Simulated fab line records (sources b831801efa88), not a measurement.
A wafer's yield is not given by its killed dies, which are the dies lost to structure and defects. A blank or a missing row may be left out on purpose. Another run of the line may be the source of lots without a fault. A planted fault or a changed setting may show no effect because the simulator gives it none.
Which of the tools did it? -- flow gf180mcu -- 11 lots, 33 wafers sampled, at 6 steps of a route of 602

WHAT THE GAUGES READ, wafer by wafer
GF_V4_THK_MEAS_01.
lot,measured,on,V4_CVD_00_THK (nm)
L698,day 24 04:20,film-metro-01,592 595 594
L700,day 24 09:41,film-metro-01,608 595 591
L701,day 25 04:46,film-metro-01,591 592 598
L703,day 25 14:33,film-metro-01,586 582 586
L702,day 25 18:05,film-metro-04,601 599 589
L706,day 26 19:22,film-metro-02,601 600 607
L707,day 26 23:52,film-metro-01,595 603 615
L709,day 27 15:44,film-metro-01,1197 1216 1216
L710,day 27 21:22,film-metro-02,589 602 600
L711,day 28 03:22,film-metro-04,1199 1186 1199
L714,day 29 00:25,film-metro-02,1219 1213 1202

GF_V4_BOW_MEAS_05.
lot,measured,on,V4_BOW (um)
L698,day 24 04:50,film-metro-01,152 138 150
L700,day 24 10:12,film-metro-04,129 124 129
L701,day 25 05:16,film-metro-04,142 150 141
L703,day 25 15:02,film-metro-02,155 146 141
L702,day 25 18:36,film-metro-01,134 131 134
L706,day 26 19:51,film-metro-04,130 138 121
L707,day 27 00:22,film-metro-02,123 137 135
L709,day 27 16:13,film-metro-04,164 173 173
L710,day 27 21:50,film-metro-04,130 149 130
L711,day 28 03:58,film-metro-04,162 150 154
L714,day 29 00:58,film-metro-02,151 158 157

WHAT TOOL EACH LOT RAN ON (gives the tool, then ch and the chambers of the sampled wafers, and finally the start)
lot,GF_M3_STRIP_17,GF_V3_ETCH_17,GF_M4_SPUTTER_00,GF_V4_CVD_00
L698,"plasma-asher-04 ch 0,1, day 22 02:02","rie-diel-01 ch 1,2,3, day 23 04:35 or earlier","pvd-sputter-02, day 23 04:35","hdpcvd-02 ch 0,1, day 24 04:16"
L700,"plasma-asher-02 ch 0,1, day 22 08:01","rie-diel-01 ch 2,3, day 23 10:02 or earlier","pvd-sputter-01, day 23 10:02","hdpcvd-02 ch 0,1,2, day 24 09:36"
L701,"plasma-asher-02 ch 0,1, day 23 04:08","rie-diel-01 ch 0,3, day 24 05:08 or earlier","pvd-sputter-01, day 24 05:08","hdpcvd-02 ch 1,2, day 25 04:42"
L703,"plasma-asher-03 ch 0,1, day 23 14:47","rie-diel-04 ch 0,1,2, day 24 15:24 or earlier","pvd-sputter-03, day 24 15:24","hdpcvd-02 ch 0,1,2, day 25 14:28"
L702,"plasma-asher-03 ch 0,1, day 23 18:31","rie-diel-03 ch 1,3, day 24 19:07 or earlier","pvd-sputter-01, day 24 19:07","hdpcvd-02 ch 0,1, day 25 18:00"
L706,"plasma-asher-04 ch 0,1, day 24 21:07","rie-diel-03 ch 0,1,2, day 25 21:02 or earlier","pvd-sputter-01, day 25 21:02","hdpcvd-02 ch 0,1, day 26 19:17"
L707,"plasma-asher-04 ch 1, day 25 01:35","rie-diel-03 ch 1,2,3, day 26 01:21 or earlier","pvd-sputter-03, day 26 01:21","hdpcvd-02 ch 0,2, day 26 23:48"
L709,"plasma-asher-04 ch 0, day 25 18:28","rie-diel-01 ch 0,1, day 26 17:49 or earlier","pvd-sputter-01, day 26 17:49","hdpcvd-01 ch 1,2, day 27 15:25"
L710,"plasma-asher-03 ch 0,1, day 26 00:28","rie-diel-03 ch 0,1,3, day 26 23:28 or earlier","pvd-sputter-01, day 26 23:28","hdpcvd-02 ch 0,1,2, day 27 21:17"
L711,"plasma-asher-03 ch 0,1, day 26 07:56","rie-diel-03 ch 0,1,3, day 27 06:40 or earlier","pvd-sputter-02, day 27 06:40","hdpcvd-02 ch 0,1,2, day 28 02:57"
L714,"plasma-asher-04 ch 0, day 27 04:52","rie-diel-03 ch 0,2, day 28 03:18 or earlier","pvd-sputter-03, day 28 03:18","hdpcvd-01 ch 0,1, day 29 00:06"
- GF_M3_STRIP_17: strips in O2/N2.
- GF_V3_ETCH_17: etches SiO2 in C4F8/O2/Ar, stops on TiN, target depth 635 nm.
- GF_M4_SPUTTER_00: material Ti, target thk 37.5 nm, time 150 s.
- GF_V4_CVD_00: deposits SiO2, target thk 600 nm, time 100 s.

AS READ BY THE TOOLS THEMSELVES (means over the sampled wafers that have a number; for cases with no such wafer, the mark the record gives instead)
GF_M3_STRIP_17.
lot,tool,drypump-motor-current-A (A),heater-power-w (W),oes-product-au (a.u.),strip-time-to-endpoint-s (s)
L698,plasma-asher-04,5.77,326,0.534,7.35
L700,plasma-asher-02,5.36,319,0.535,7.45
L701,plasma-asher-02,5.48,331,0.540,7.37
L703,plasma-asher-03,5.89,356,0.541,7.35
L702,plasma-asher-03,5.88,360,0.539,7.46
L706,plasma-asher-04,5.74,326,0.538,7.31
L707,plasma-asher-04,5.64,332,0.541,7.35
L709,plasma-asher-04,5.93,329,0.530,7.25
L710,plasma-asher-03,5.90,348,0.537,7.47
L711,plasma-asher-03,5.88,346,0.540,7.39
L714,plasma-asher-04,5.96,330,0.544,7.46

GF_V3_ETCH_17.
lot,tool,oes-product-au (a.u.)
L698,rie-diel-01,0.854
L700,rie-diel-01,0.859
L701,rie-diel-01,0.861
L703,rie-diel-04,0.858
L702,rie-diel-03,0.856
L706,rie-diel-03,0.856
L707,rie-diel-03,0.854
L709,rie-diel-01,0.852
L710,rie-diel-03,0.856
L711,rie-diel-03,0.858
L714,rie-diel-03,0.862

GF_M4_SPUTTER_00.
lot,tool,substrate-temp-c (C),throttle-valve-pct (%)
L698,pvd-sputter-02,200.13,30.8
L700,pvd-sputter-01,200.05,29.3
L701,pvd-sputter-01,200.04,29.0
L703,pvd-sputter-03,200.03,30.4
L702,pvd-sputter-01,199.88,29.2
L706,pvd-sputter-01,200.10,29.1
L707,pvd-sputter-03,200.00,30.1
L709,pvd-sputter-01,199.87,29.3
L710,pvd-sputter-01,199.94,29.4
L711,pvd-sputter-02,199.94,30.0
L714,pvd-sputter-03,200.05,30.2

THE ANSWER, worked out from the rows above alone
Rule: what is usual is taken from the lots themselves. Put in order of their means at a reading, lots are off if they are a third of the lots or fewer, leave a main group of 4 or more, and stand apart from it by a gap of 3 or more times the standard deviation of the main group's means; of several such gaps the widest counts. The tables above print the reading to a certain number of digits; a main group whose means all agree to those digits is not used. Also off: a lot with no number at a reading for which 4 or more lots have one. Any other lot the step has rows for is counted as sound. First the gauges in route order, then the tools' own readings, where a lot's mean is used as printed above. At the first step where some lot is off, the reading lying furthest off is the one used; lots without a number count as furthest.
Off: at GF_V4_THK_MEAS_01 (V4_CVD_00_THK), L709, L711, L714. Main group: mean 596 nm, sd 5.7.
If a tool, at a process step before that reading, ran all the lots that are off and no sound lot after the first of them, it fits. Those tools and the gauges at GF_V4_THK_MEAS_01 are tried in the same way. Because GF_V3_ETCH_17 lacks a start for some lots, the hours and order of its lots are taken from GF_M4_SPUTTER_00. No candidate that was tried fits.

WHAT THE SIMULATOR PUT IN
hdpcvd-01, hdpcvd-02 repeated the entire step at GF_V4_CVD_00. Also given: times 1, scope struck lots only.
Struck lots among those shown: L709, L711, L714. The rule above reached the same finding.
